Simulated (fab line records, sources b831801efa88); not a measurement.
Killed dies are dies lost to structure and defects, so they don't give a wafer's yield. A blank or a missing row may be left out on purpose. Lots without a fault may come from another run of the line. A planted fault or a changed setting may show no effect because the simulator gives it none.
fab line records | flow sky130 | part 1 of 2: steps 1 to 32 of 44
record lots=5 wafers=15 last_day=50
route steps=708 shown LDD_HVP@286 LDD_LDN@289 SPACER@304 POLY_CUT@307 SD_P@320
lots that met no fault: from a run of the same line without faults
start_h: hours from the record's first day to the start of the lot's first wafer shown | wait_h: hours since the lot's step before | " the same as in the row above | L1.1+2: a row that stands for several wafers | - no value, or no start given | * or withheld: withheld | < > ~ a bound
route shown NAME@n: a module of which the file shows steps, and the number in the route of the first | usual: mean/standard deviation of fault-free wafers | same: alike in all rows | chamber/n: place in a boat | sites: the reading at each site | _std_site: their standard deviation | _edge_site: outer sites' mean less inner sites' | radius_mm: how far each site lies from the wafer's centre | mask NAME#n: copy n | behind: the tool/chamber that last shaped the wafer | hold: why the lot was held/for how many hours/how that ended | device: the transistor (n, p or np) that didn't switch | end of line: the same wafers' tests at the end of the route | a step without rows: its recipe alone | killed: dies lost to structure and defects at the first sort, not the wafer's yield | map: a wafer's dies, x killed, . not, _ none there
set.NAME: the setting as run; set.NAME@STEP: as run at that earlier step | model.NAME: the simulator's own value behind a step, which no gauge read
lots at some steps of the route; a table a step, a row a wafer
services: from which hour (start_h, from the record's first day; less than 0 if before it) a tool's chamber was out of use, for how many hours, and why
## steps
# step SKY_LDD_HVP_IMPLANT_08
# recipe species=B energy_kev=20 dose_cm2=1.7e+13 tilt_deg=17.9
# usual tilt_deg=17.897/0.02
# same implant_ion_amu=11
# columns lot.wafer tool chamber start_h wait_h tilt_deg
L074.2 implanter-03 0 489.73 0.0 17.907
L074.4 " 0 " " 17.889
L074.5 " 0 " " 17.906
L077.4 implanter-04 0 522.52 0.1 17.915
L077.5 " 0 " " 17.914
L077.6 " 0 " " 17.908
L086.2 implanter-02 0 608.68 0.0 17.902
L086.3 " 0 " " 17.883
L086.6 " 0 " " 17.902
L091.2 implanter-03 0 644.22 0.0 17.882
L091.3 " 0 " " 17.854
L091.6 " 0 " " 17.882
L096.2 implanter-02 0 693.92 0.0 17.897
L096.4 " 0 " " 17.933
L096.5 " 0 " " 17.921
# step SKY_LDD_HVP_STRIP_09
# recipe chemistry=O2/N2 power_w=1400 pressure_mtorr=1500 platen_temp_c=withheld o2_flow_sccm=3000 n2_flow_sccm=300 overash_fraction=0.5
# usual drypump_motor_current_A=5.16/0.18 n2_flow_sccm=299.9/1 oes_product_au=0.408/0.0047 strip_time_to_endpoint_s=4.137/0.014
# columns lot.wafer tool chamber start_h wait_h drypump_motor_current_A n2_flow_sccm oes_product_au rf_hours_counter_h strip_time_to_endpoint_s
L074.2 plasma_asher-03 1 489.85 0.1 5.18 299.9 0.408 5 4.131
L074.4 " 1 " " 5.17 300.9 0.404 - 4.150
L074.5 " 1 " " 5.16 299.7 0.409 - 4.141
L077.4 plasma_asher-02 1 522.63 0.1 5.40 300.8 0.406 - 4.159
L077.5 " 0 " " 5.09 301.2 0.417 - 4.166
L077.6 " 1 " " 5.42 300.9 0.405 - 4.150
L086.2 plasma_asher-04 0 608.80 0.1 4.92 299.5 0.411 93 4.150
L086.3 " 1 " " 5.19 299.4 0.416 - 4.136
L086.6 " 0 " " 4.91 301.7 0.414 - 4.127
L091.2 plasma_asher-02 0 644.35 0.1 5.08 301.3 0.414 81 4.139
L091.3 " 0 " " 5.09 300.3 0.405 - 4.163
L091.6 " 1 " " 5.43 301.1 0.416 - 4.140
L096.2 plasma_asher-04 0 694.05 0.1 4.90 299.5 0.412 102 4.138
L096.4 " 0 " " 4.91 300.8 0.414 - 4.143
L096.5 " 0 " " 4.92 299.6 0.407 - 4.161
# step SKY_LDD_HVP_TW_MEAS_10
# usual LDD_HVP_TW=456.8/2.1
# columns lot.wafer tool chamber start_h wait_h LDD_HVP_TW
L074.2 film_metro-02 - 489.96 0.1 459.7
L074.4 " - " " 457.4
L074.5 " - " " 457.1
L077.4 film_metro-03 - 522.72 0.1 455.9
L077.5 " - " " 454.1
L077.6 " - " " 453.8
L086.2 film_metro-02 - 608.91 0.1 456.9
L086.3 " - " " 458.0
L086.6 " - " " 455.3
L091.2 film_metro-03 - 644.46 0.1 459.9
L091.3 " - " " 458.4
L091.6 " - " " 456.7
L096.2 film_metro-01 - 694.16 0.1 454.3
L096.4 " - " " 455.5
L096.5 " - " " 456.3
# step SKY_LDD_LDN_DEHYDRATE_00
# recipe temp_c=200 time_s=60
# columns lot.wafer tool chamber start_h wait_h
L074.2+4+5 litho_track-04 0 504.94 15.0
L077.4+5+6 litho_track-02 0 537.49 14.8
L086.2+3+6 litho_track-03 0 622.68 13.8
L091.2+3+6 litho_track-04 0 658.04 13.6
L096.2+4+5 litho_track-04 0 707.39 13.2
# step SKY_LDD_LDN_HMDS_01
# recipe prime_time_s=60 prime_temp_c=120
# columns lot.wafer tool chamber start_h wait_h
L074.2+4+5 litho_track-04 0 505.09 0.1
L077.4+5+6 litho_track-02 0 537.64 0.1
L086.2+3+6 litho_track-03 0 622.83 0.1
L091.2+3+6 litho_track-04 0 658.19 0.1
L096.2+4+5 litho_track-04 0 707.54 0.1
# step SKY_LDD_LDN_COAT_02
# recipe resist=NOVOLAK spin_rpm=3000 resist_thk_nm=1140
# columns lot.wafer tool chamber start_h wait_h
L074.2+4+5 litho_track-04 0 505.24 0.1
L077.4+5+6 litho_track-02 0 537.79 0.1
L086.2+3+6 litho_track-03 0 622.98 0.1
L091.2+3+6 litho_track-04 0 658.34 0.1
L096.2+4+5 litho_track-04 0 707.69 0.1
# step SKY_LDD_LDN_SOFTBAKE_03
# recipe temp_c=90 time_s=60 resist=NOVOLAK
# columns lot.wafer tool chamber start_h wait_h
L074.2+4+5 litho_track-04 0 505.39 0.1
L077.4+5+6 litho_track-02 0 537.94 0.1
L086.2+3+6 litho_track-03 0 623.13 0.1
L091.2+3+6 litho_track-04 0 658.49 0.1
L096.2+4+5 litho_track-04 0 707.84 0.1
# step SKY_LDD_LDN_EXPOSE_04
# recipe mask_id=LDNTM na=0.6 source_shape=conventional sigma_outer=0.6 polarization=unpolarized target_cd_nm=700 dose_mj=140
# columns lot.wafer tool chamber start_h wait_h mask
L074.2+4+5 iline_stepper-02 0 - - LDNTM#0
L077.4+5+6 iline_stepper-01 0 - - LDNTM#0
L086.2+3+6 iline_stepper-01 0 - - LDNTM#0
L091.2+3+6 iline_stepper-02 0 - - LDNTM#0
L096.2+4+5 iline_stepper-01 0 - - LDNTM#0
# step SKY_LDD_LDN_PEB_05
# recipe temp_c=withheld time_s=* resist=NOVOLAK
# columns lot.wafer tool chamber start_h wait_h
L074.2+4+5 litho_track-03 0 - -
L077.4+5+6 litho_track-03 0 - -
L086.2+3+6 litho_track-03 0 - -
L091.2+3+6 litho_track-02 0 - -
L096.2+4+5 litho_track-04 0 - -
# step SKY_LDD_LDN_DEVELOP_06
# recipe resist=NOVOLAK developer=TMAH develop_time_s=60 dev_temp_c=23
# columns lot.wafer tool chamber start_h wait_h
L074.2+4+5 litho_track-03 0 520.38 0.1
L077.4+5+6 litho_track-03 0 552.98 0.1
L086.2+3+6 litho_track-03 0 637.73 0.1
L091.2+3+6 litho_track-02 0 672.94 0.1
L096.2+4+5 litho_track-04 0 721.24 0.1
# step SKY_LDD_LDN_OVL_MEAS_07
# usual LDD_LDN_OVL=0.1/1.4
# columns lot.wafer tool chamber start_h wait_h LDD_LDN_OVL[nm]
L074.2 overlay-02 - 520.52 0.1 0.2
L074.4 " - " " 0.2
L074.5 " - " " -0.2
L077.4 overlay-01 - 553.08 0.1 1.5
L077.5 " - " " 0.4
L077.6 " - " " 0.8
L086.2 overlay-02 - 637.87 0.1 -1.0
L086.3 " - " " -0.1
L086.6 " - " " -3.2
L091.2 overlay-01 - 673.07 0.1 -0.9
L091.3 " - " " 1.3
L091.6 " - " " 0.6
L096.2 overlay-01 - 721.37 0.1 -0.9
L096.4 " - " " 0.6
L096.5 " - " " 0.5
# step SKY_LDD_LDN_IMPLANT_08
# recipe species=As energy_kev=15 dose_cm2=1.25e+13 tilt_deg=withheld rotation_deg=23
# same implant_ion_amu=75
# columns lot.wafer tool chamber start_h wait_h
L074.2+4+5 implanter-02 0 520.57 0.0
L077.4+5+6 implanter-01 0 553.17 0.1
L086.2+3+6 implanter-02 0 637.92 0.0
L091.2+3+6 implanter-01 0 673.13 0.0
L096.2+4+5 implanter-02 0 721.43 0.0
# step SKY_LDD_LDN_IMPLANT_09
# recipe species=As energy_kev=15 dose_cm2=1.25e+13 tilt_deg=withheld rotation_deg=113
# same implant_ion_amu=75
# columns lot.wafer tool chamber start_h wait_h
L074.2+4+5 implanter-02 0 520.72 0.1
L077.4+5+6 implanter-01 0 553.32 0.1
L086.2+3+6 implanter-02 0 638.07 0.1
L091.2+3+6 implanter-01 0 673.28 0.1
L096.2+4+5 implanter-02 0 721.58 0.1
# step SKY_LDD_LDN_IMPLANT_10
# recipe species=As energy_kev=15 dose_cm2=1.25e+13 tilt_deg=withheld rotation_deg=203
# same implant_ion_amu=75
# columns lot.wafer tool chamber start_h wait_h
L074.2+4+5 implanter-02 0 524.26 3.5
L077.4+5+6 implanter-01 0 553.47 0.1
L086.2+3+6 implanter-02 0 638.22 0.1
L091.2+3+6 implanter-01 0 673.43 0.1
L096.2+4+5 implanter-02 0 721.73 0.1
# step SKY_LDD_LDN_IMPLANT_11
# recipe species=As energy_kev=15 dose_cm2=1.25e+13 tilt_deg=withheld rotation_deg=293
# same implant_ion_amu=75
# columns lot.wafer tool chamber start_h wait_h
L074.2+4+5 implanter-02 0 524.41 0.1
L077.4+5+6 implanter-01 0 553.62 0.1
L086.2+3+6 implanter-02 0 638.37 0.1
L091.2+3+6 implanter-01 0 673.58 0.1
L096.2+4+5 implanter-02 0 721.88 0.1
# step SKY_LDD_LDN_STRIP_12
# recipe chemistry=O2/N2 power_w=1400 pressure_mtorr=1500 platen_temp_c=withheld o2_flow_sccm=3000 n2_flow_sccm=300 overash_fraction=0.5
# usual drypump_motor_current_A=5.2/0.37 n2_flow_sccm=299.8/0.89 oes_product_au=0.716/0.0042 strip_time_to_endpoint_s=14.19/0.035
# columns lot.wafer tool chamber start_h wait_h drypump_motor_current_A n2_flow_sccm oes_product_au rf_hours_counter_h strip_time_to_endpoint_s
L074.2 plasma_asher-03 1 524.53 0.1 5.2 299.2 0.721 8 14.15
L074.4 " 1 " " 5.2 298.7 0.714 - 14.17
L074.5 " 0 " " 5.4 298.4 0.714 - 14.22
L077.4 plasma_asher-03 1 553.73 0.1 5.2 299.4 0.714 - 14.21
L077.5 " 1 " " 5.2 299.1 0.717 - 14.21
L077.6 " 0 " " 5.4 299.7 0.719 - 14.23
L086.2 plasma_asher-04 0 638.50 0.1 4.9 299.6 0.714 96 14.21
L086.3 " 1 " " 5.2 301.3 0.715 - 14.21
L086.6 " 0 " " 4.9 298.7 0.714 - 14.25
L091.2 plasma_asher-04 0 673.70 0.1 4.9 299.5 0.705 100 14.15
L091.3 " 0 " " 4.9 298.8 0.718 - 14.15
L091.6 " 0 " " 4.9 300.5 0.707 - 14.16
L096.2 plasma_asher-01 0 722.00 0.1 5.9 300.6 0.712 59 14.19
L096.4 " 0 " " 5.9 299.4 0.711 - 14.17
L096.5 " 0 " " 5.9 299.4 0.722 - 14.18
# step SKY_LDD_LDN_TW_MEAS_13
# usual LDD_LDN_TW=1483/7.3
# columns lot.wafer tool chamber start_h wait_h LDD_LDN_TW
L074.2 film_metro-01 - 524.64 0.1 1484
L074.4 " - " " 1478
L074.5 " - " " 1478
L077.4 film_metro-04 - 553.83 0.1 1492
L077.5 " - " " 1487
L077.6 " - " " 1495
L086.2 film_metro-01 - 638.61 0.1 1489
L086.3 " - " " 1491
L086.6 " - " " 1489
L091.2 film_metro-02 - 673.81 0.1 1479
L091.3 " - " " 1477
L091.6 " - " " 1477
L096.2 film_metro-01 - 722.11 0.1 1492
L096.4 " - " " 1488
L096.5 " - " " 1489
# step SKY_LDD_LDN_CLEAN_14
# recipe chemistry=SC1/SC2 mix=1:4:20 temp_c=70 time_s=150 dry=n2_spin
# columns lot.wafer tool chamber start_h wait_h
L074.2+4+5 wet_bench-03 3 524.69 0.0
L077.4+5+6 wet_bench-02 3 553.87 0.0
L086.2+3+6 wet_bench-02 2 638.66 0.0
L091.2+3+6 wet_bench-02 0 673.86 0.0
L096.2+4+5 wet_bench-04 0 722.16 0.0
# step SKY_SPACER_CVD_00
# recipe material=Si3N4 precursor=DCS/NH3 target_thk_nm=43.1 temp_c=770 time_s=740 pressure_mtorr=250
# usual spike_tc_top_C=784.0/1.2
# columns lot.wafer tool chamber start_h wait_h spike_tc_top_C
L074.2 lpcvd-02 1 525.72 1.0 785.1
L074.4 " 1 " " 782.0
L074.5 " 1 " " 781.7
L077.4 lpcvd-02 0 555.23 1.3 785.4
L077.5 " 0 " " 784.8
L077.6 " 0 " " 784.0
L086.2 lpcvd-02 1 638.71 0.0 783.6
L086.3 " 1 " " 783.1
L086.6 " 1 " " 784.5
L091.2 lpcvd-02 1 675.34 1.4 782.6
L091.3 " 1 " " 784.5
L091.6 " 1 " " 781.7
L096.2 lpcvd-02 1 723.73 1.5 782.3
L096.4 " 1 " " 783.3
L096.5 " 1 " " 782.9
# step SKY_SPACER_THK_MEAS_01
# recipe reads=Si3N4_of_SPACER_CVD_00
# usual SPACER_CVD_00_THK=43.0/0.36
# columns lot.wafer tool chamber start_h wait_h SPACER_CVD_00_THK[nm]
L074.2 film_metro-03 - 526.94 0.0 43.0
L074.4 " - " " 43.0
L074.5 " - " " 42.8
L077.4 film_metro-01 - 556.47 0.0 43.2
L077.5 " - " " 42.7
L077.6 " - " " 42.7
L086.2 film_metro-04 - 639.92 0.0 42.8
L086.3 " - " " 43.6
L086.6 " - " " 42.8
L091.2 film_metro-04 - 676.56 0.0 42.9
L091.3 " - " " 43.3
L091.6 " - " " 43.4
L096.2 film_metro-01 - 725.54 0.0 43.2
L096.4 " - " " 42.7
L096.5 " - " " 43.0
# step SKY_SPACER_ETCHBACK_02
# recipe chemistry=CH3F/O2 target=Si3N4 stop_on=SiO2 source_w=400 bias_w=80 pressure_mtorr=25 ch3f_flow_sccm=40 O2_flow_sccm=30 time_s=46.7 target_depth_a=450
# usual drypump_motor_current_A=5.8/0.48 oes_product_au=0.853/0.0059 throttle_valve_pct=10.561/0.0092
# columns lot.wafer tool chamber start_h wait_h drypump_motor_current_A oes_product_au rf_hours_counter_h throttle_valve_pct
L074.2 rie_diel-02 1 526.99 0.0 5.6 0.858 11 10.555
L074.4 " 1 " " 5.6 0.852 - 10.546
L074.5 " 2 " " 5.6 0.854 - 10.571
L077.4 rie_diel-03 0 556.50 0.0 6.7 0.855 14 10.562
L077.5 " 1 " " 5.2 0.857 - 10.564
L077.6 " 0 " " 6.7 0.852 - 10.557
L086.2 rie_diel-04 0 639.97 0.0 5.7 0.849 50 10.552
L086.3 " 1 " " 4.9 0.857 4 10.571
L086.6 " 0 " " 5.8 0.852 - 10.574
L091.2 rie_diel-04 2 676.61 0.0 5.4 0.850 12 10.546
L091.3 " 0 " " 5.8 0.863 51 10.566
L091.6 " 3 " " 5.3 0.851 - 10.534
L096.2 rie_diel-03 0 725.59 0.0 6.7 0.860 18 10.572
L096.4 " 1 " " 5.1 0.842 0 10.545
L096.5 " 1 " " 5.1 0.852 - 10.557
# step SKY_POLY_CUT_DEHYDRATE_00
# recipe temp_c=200 time_s=60
# columns lot.wafer tool chamber start_h wait_h
L074.2+4+5 litho_track-04 0 541.74 14.7
L077.4+5+6 litho_track-03 0 571.68 15.2
L086.2+3+6 litho_track-03 0 653.68 13.7
L091.2+3+6 litho_track-01 0 689.53 12.9
L096.2+4+5 litho_track-04 0 738.44 12.8
# step SKY_POLY_CUT_HMDS_01
# recipe prime_time_s=60 prime_temp_c=120
# columns lot.wafer tool chamber start_h wait_h
L074.2+4+5 litho_track-04 0 541.89 0.1
L077.4+5+6 litho_track-03 0 571.83 0.1
L086.2+3+6 litho_track-03 0 653.83 0.1
L091.2+3+6 litho_track-01 0 689.68 0.1
L096.2+4+5 litho_track-04 0 738.59 0.1
# step SKY_POLY_CUT_COAT_02
# recipe resist=BARC temp_c=withheld time_s=withheld spin_rpm=3000 resist_thk_nm=60
# columns lot.wafer tool chamber start_h wait_h
L074.2+4+5 litho_track-04 0 542.04 0.1
L077.4+5+6 litho_track-03 0 571.98 0.1
L086.2+3+6 litho_track-03 0 653.98 0.1
L091.2+3+6 litho_track-01 0 689.83 0.1
L096.2+4+5 litho_track-04 0 738.74 0.1
# step SKY_POLY_CUT_COAT_03
# recipe resist=KrF-thick spin_rpm=3000 resist_thk_nm=450
# columns lot.wafer tool chamber start_h wait_h
L074.2+4+5 litho_track-04 0 - -
L077.4+5+6 litho_track-03 0 - -
L086.2+3+6 litho_track-03 0 - -
L091.2+3+6 litho_track-01 0 - -
L096.2+4+5 litho_track-04 0 - -
# step SKY_POLY_CUT_SOFTBAKE_04
# recipe temp_c=100 time_s=90 resist=KrF-thick
# columns lot.wafer tool chamber start_h wait_h
L074.2+4+5 litho_track-04 0 - -
L077.4+5+6 litho_track-03 0 - -
L086.2+3+6 litho_track-03 0 - -
L091.2+3+6 litho_track-01 0 - -
L096.2+4+5 litho_track-04 0 - -
# step SKY_POLY_CUT_EXPOSE_05
# recipe mask_id=NPCM na=0.8 source_shape=annular sigma_inner=0.55 sigma_outer=0.85 target_cd_nm=270 dose_mj=32
# columns lot.wafer tool chamber start_h wait_h mask
L074.2+4+5 krf_scanner-01 0 - - NPCM#0
L077.4+5+6 krf_scanner-02 0 - - NPCM#0
L086.2+3+6 krf_scanner-01 0 - - NPCM#0
L091.2+3+6 krf_scanner-02 0 - - NPCM#0
L096.2+4+5 krf_scanner-01 0 - - NPCM#0
# step SKY_POLY_CUT_PEB_06
# recipe peb_temp_c=withheld peb_time_s=withheld resist=KrF-thick
# columns lot.wafer tool chamber start_h wait_h
L074.2+4+5 litho_track-04 0 - -
L077.4+5+6 litho_track-04 0 - -
L086.2+3+6 litho_track-01 0 - -
L091.2+3+6 litho_track-04 0 - -
L096.2+4+5 litho_track-04 0 - -
# step SKY_POLY_CUT_DEVELOP_07
# recipe develop_time_s=60 resist=KrF-thick dev_temp_c=21
# columns lot.wafer tool chamber start_h wait_h
L074.2+4+5 litho_track-04 0 - -
L077.4+5+6 litho_track-04 0 - -
L086.2+3+6 litho_track-01 0 - -
L091.2+3+6 litho_track-04 0 - -
L096.2+4+5 litho_track-04 0 - -
# step SKY_POLY_CUT_CD_MEAS_08
# recipe target_cd_nm=270
# usual cd_nm=270.0/1.5
# columns lot.wafer tool chamber start_h wait_h cd_nm
L074.2 cd_sem-01 - 557.68 - 270.2
L074.4 " - " " 270.0
L074.5 " - " " 270.1
L077.4 cd_sem-02 - 587.47 - 268.3
L077.5 " - " " 267.3
L077.6 " - " " 268.7
L086.2 cd_sem-02 - 669.18 - 268.9
L086.3 " - " " 269.5
L086.6 " - " " 270.5
L091.2 cd_sem-01 - 705.28 - 272.6
L091.3 " - " " 271.7
L091.6 " - " " 273.3
L096.2 cd_sem-02 - 753.08 - 269.7
L096.4 " - " " 269.3
L096.5 " - " " 270.2
# step SKY_POLY_CUT_OVL_MEAS_09
# usual POLY_CUT_OVL=-1/5.5
# columns lot.wafer tool chamber start_h wait_h POLY_CUT_OVL[nm]
L074.2 overlay-01 - 557.79 0.1 2
L074.4 " - " " 2
L074.5 " - " " 8
L077.4 overlay-01 - 587.55 0.1 -2
L077.5 " - " " -10
L077.6 " - " " -2
L086.2 overlay-02 - 669.28 0.1 10
L086.3 " - " " 3
L086.6 " - " " 10
L091.2 overlay-01 - 705.39 0.1 -6
L091.3 " - " " -5
L091.6 " - " " -16
L096.2 overlay-01 - 753.19 0.1 -9
L096.4 " - " " -7
L096.5 " - " " -3
# step SKY_POLY_CUT_ETCH_10
# recipe chemistry=N2/H2 target=BARC ion_energy_ev=200 source_w=500 bias_w=100 pressure_mtorr=30 n2_flow_sccm=100 h2_flow_sccm=200 stop_on=SiO2 time_s=45.9 target_depth_a=600
# usual drypump_motor_current_A=5.6/0.46 n2_flow_sccm=100.00/0.29 oes_product_au=0.855/0.0052 throttle_valve_pct=13.225/0.0097
# columns lot.wafer tool chamber start_h wait_h drypump_motor_current_A n2_flow_sccm oes_product_au rf_hours_counter_h throttle_valve_pct
L074.2 rie_diel-02 3 557.82 0.0 6.3 99.96 0.852 1 13.241
L074.4 " 0 " " 6.2 100.30 0.860 3 13.237
L074.5 " 2 " " 5.7 99.93 0.857 - 13.219
L077.4 rie_diel-02 1 587.57 0.0 5.6 99.84 0.852 12 13.228
L077.5 " 2 " " 5.7 100.23 0.853 - 13.234
L077.6 " 3 " " 6.3 99.95 0.861 - 13.235
L086.2 rie_diel-01 0 669.31 0.0 5.6 99.69 0.847 12 13.222
L086.3 " 1 " " 4.7 99.99 0.859 0 13.229
L086.6 " 1 " " 4.7 100.00 0.857 - 13.227
L091.2 rie_diel-01 0 705.42 0.0 5.6 100.29 0.858 13 13.220
L091.3 " 2 " " 5.9 99.89 0.848 14 13.243
L091.6 " 2 " " 5.8 99.96 0.849 - 13.211
L096.2 rie_diel-01 1 753.22 0.0 4.7 100.11 0.858 2 13.215
L096.4 " 2 " " 5.9 99.94 0.854 15 13.205
L096.5 " 0 " " 5.6 100.16 0.857 - 13.223
